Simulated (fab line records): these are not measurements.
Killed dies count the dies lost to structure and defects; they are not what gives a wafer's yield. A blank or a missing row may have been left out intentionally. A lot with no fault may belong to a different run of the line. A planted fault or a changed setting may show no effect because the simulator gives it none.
Which of the tools did it? + flow sky130 + Sampling: 12 lots, 36 wafers, 5 of 708 route steps

## WHAT THE GAUGES READ, wafer by wafer
SKY_CONTACT_CD_MEAS_14: target cd 170 nm.
| lot  | measured     | on        | cd nm (nm)        |
|------|--------------|-----------|-------------------|
| L164 | day 32 21:24 | cd sem-02 | 172.8 171.6 171.2 |
| L166 | day 33 10:52 | cd sem-02 | 169.2 170.0 169.0 |
| L168 | day 33 21:00 | cd sem-02 | 167.9 168.8 169.8 |
| L169 | day 34 02:26 | cd sem-01 | 171.3 170.8 172.2 |
| L170 | day 34 16:00 | cd sem-01 | 169.3 167.7 168.3 |
| L171 | day 34 18:28 | cd sem-01 | 168.4 169.0 168.6 |
| L173 | day 35 02:45 | cd sem-01 | 169.8 169.7 169.4 |
| L174 | day 35 19:56 | cd sem-02 | 169.3 169.0 169.0 |
| L175 | day 36 01:13 | cd sem-02 | 170.3 170.6 170.1 |
| L179 | day 37 15:18 | cd sem-02 | 170.7 172.0 169.6 |
| L184 | day 38 09:05 | cd sem-01 | 168.9 169.4 168.8 |
| L185 | day 38 10:41 | cd sem-01 | 169.9 171.5 170.6 |

SKY_VIA1_THK_MEAS_01.
| lot  | measured     | on            | VIA1_HDPCVD_THK (nm) |
|------|--------------|---------------|----------------------|
| L164 | day 34 03:09 | film metro-03 | 1065 1056 1053       |
| L166 | day 34 14:51 | film metro-03 | 1062 1047 1059       |
| L168 | day 35 02:26 | film metro-01 | 1059 1061 1059       |
| L169 | day 35 07:43 | film metro-04 | 1053 1062 1060       |
| L170 | day 35 20:23 | film metro-04 | 1069 1079 1068       |
| L171 | day 35 23:20 | film metro-04 | 1045 1045 1049       |
| L173 | day 36 07:28 | film metro-04 | 1074 1079 1064       |
| L174 | day 37 00:28 | film metro-04 | 2096 2092 2112       |
| L175 | day 37 06:02 | film metro-04 | 1063 1047 1054       |
| L179 | day 38 19:10 | film metro-01 | 2104 2106 2098       |
| L184 | day 39 11:51 | film metro-03 | 1040 1054 1055       |
| L185 | day 39 13:40 | film metro-03 | 1062 1060 1059       |

## TOOL THAT RAN EACH LOT (tool first, then ch and the chambers of the sampled wafers, then the start)
| lot  | SKY_CONTACT_CMP_04            | SKY_CONTACT_CVD_24            | SKY_VIA1_HDPCVD_00               |
|------|-------------------------------|-------------------------------|----------------------------------|
| L164 | cmp-01 ch 0,2,3, day 31 18:40 | cvd w-01 ch 0,1, day 32 22:23 | hdpcvd-02 ch 0,1, day 34 02:59   |
| L166 | cmp-01 ch 0,2, day 32 07:53   | cvd w-02 ch 1, day 33 11:48   | hdpcvd-01 ch 0,1,2, day 34 14:44 |
| L168 | cmp-02 ch 0,1,2, day 32 17:58 | cvd w-01 ch 0,1, day 33 21:56 | hdpcvd-02 ch 0,2, day 35 02:20   |
| L169 | cmp-02 ch 1,3, day 33 00:23   | cvd w-02 ch 0,1, day 34 03:23 | hdpcvd-01 ch 0,2, day 35 07:35   |
| L170 | cmp-02 ch 1,2,3, day 33 14:13 | cvd w-01 ch 0,1, day 34 17:05 | hdpcvd-02 ch 0,1,2, day 35 20:17 |
| L171 | cmp-02 ch 0,1,2, day 33 15:43 | cvd w-01 ch 0,1, day 34 19:33 | hdpcvd-01 ch 1,2, day 35 23:13   |
| L173 | cmp-02 ch 2,3, day 34 00:15   | cvd w-01 ch 0,1, day 35 03:51 | hdpcvd-02 ch 0,1, day 36 07:19   |
| L174 | cmp-02 ch 1,2,3, day 34 17:58 | cvd w-02 ch 0,1, day 35 20:51 | hdpcvd-01 ch 0,1,2, day 37 00:04 |
| L175 | cmp-02 ch 1,2, day 34 22:35   | cvd w-01 ch 0,1, day 36 02:09 | hdpcvd-01 ch 0,2, day 37 05:54   |
| L179 | cmp-02 ch 1,2, day 36 13:27   | cvd w-01 ch 0,1, day 37 16:17 | hdpcvd-02 ch 0,1,2, day 38 18:47 |
| L184 | cmp-01 ch 2,3, day 37 07:44   | cvd w-02 ch 0,1, day 38 10:00 | hdpcvd-01 ch 0,2, day 39 11:44   |
| L185 | cmp-01 ch 1,2, day 37 09:50   | cvd w-02 ch 0,1, day 38 11:38 | hdpcvd-02 ch 0,1, day 39 13:32   |
- SKY_CONTACT_CMP_04: polishes SiO2.
- SKY_CONTACT_CVD_24: deposits W, target thk 340 nm, time 102.12 s.
- SKY_VIA1_HDPCVD_00: deposits SiO2, target thk 1030 nm, time 171.7 s.

## AS READ BY THE TOOLS THEMSELVES (means over the sampled wafers that have a number; for cases with no such wafer, the mark the record gives instead)
SKY_CONTACT_CMP_04.
| lot  | tool   | motor current A (A) | time to endpoint s (s) |
|------|--------|---------------------|------------------------|
| L164 | cmp-01 | 11.8                | 78                     |
| L166 | cmp-01 | 11.4                | 78                     |
| L168 | cmp-02 | 11.8                | 76                     |
| L169 | cmp-02 | 11.0                | 77                     |
| L170 | cmp-02 | 11.4                | 77                     |
| L171 | cmp-02 | 11.9                | 78                     |
| L173 | cmp-02 | 10.8                | 77                     |
| L174 | cmp-02 | 11.5                | 71                     |
| L175 | cmp-02 | 12.2                | 74                     |
| L179 | cmp-02 | 12.3                | 72                     |
| L184 | cmp-01 | 12.5                | 80                     |
| L185 | cmp-01 | 12.4                | 80                     |

SKY_CONTACT_CVD_24.
| lot  | tool     | heater power w (W) |
|------|----------|--------------------|
| L164 | cvd w-01 | 876                |
| L166 | cvd w-02 | 855                |
| L168 | cvd w-01 | 820                |
| L169 | cvd w-02 | 876                |
| L170 | cvd w-01 | 878                |
| L171 | cvd w-01 | 857                |
| L173 | cvd w-01 | 820                |
| L174 | cvd w-02 | 875                |
| L175 | cvd w-01 | 877                |
| L179 | cvd w-01 | 875                |
| L184 | cvd w-02 | 879                |
| L185 | cvd w-02 | 867                |

## THE ANSWER, worked out from the rows above alone
Rule: what is usual is taken from the lots themselves. Put in order of their means at a reading, lots are off if they are a third of the lots or fewer, leave a main group of 4 or more, and stand apart from it by a gap of 3 or more times the standard deviation of the main group's means; of several such gaps the widest counts. A main group whose means are all the same, to the digits that the tables above print for the reading, isn't used. Also off: a lot with no number at a reading for which 4 or more lots have one. All remaining lots with rows at the step are treated as sound. First the gauges in route order, then the tools' own readings, where a lot's mean is used as printed above. The first step at which some lot is off is used, and at that step the reading that is off furthest; a lot without a number counts as furthest.
Off: L174, L179, at SKY_VIA1_THK_MEAS_01 (VIA1_HDPCVD_THK). Main group: mean 1059 nm, sd 7.9.
A tool fits if, at a process step before that reading, it ran every lot that is off, and no sound lot after the first of them. The gauges at SKY_VIA1_THK_MEAS_01 are tried like those tools. Of those tried, none fits.

## WHAT THE SIMULATOR HAD PUT IN
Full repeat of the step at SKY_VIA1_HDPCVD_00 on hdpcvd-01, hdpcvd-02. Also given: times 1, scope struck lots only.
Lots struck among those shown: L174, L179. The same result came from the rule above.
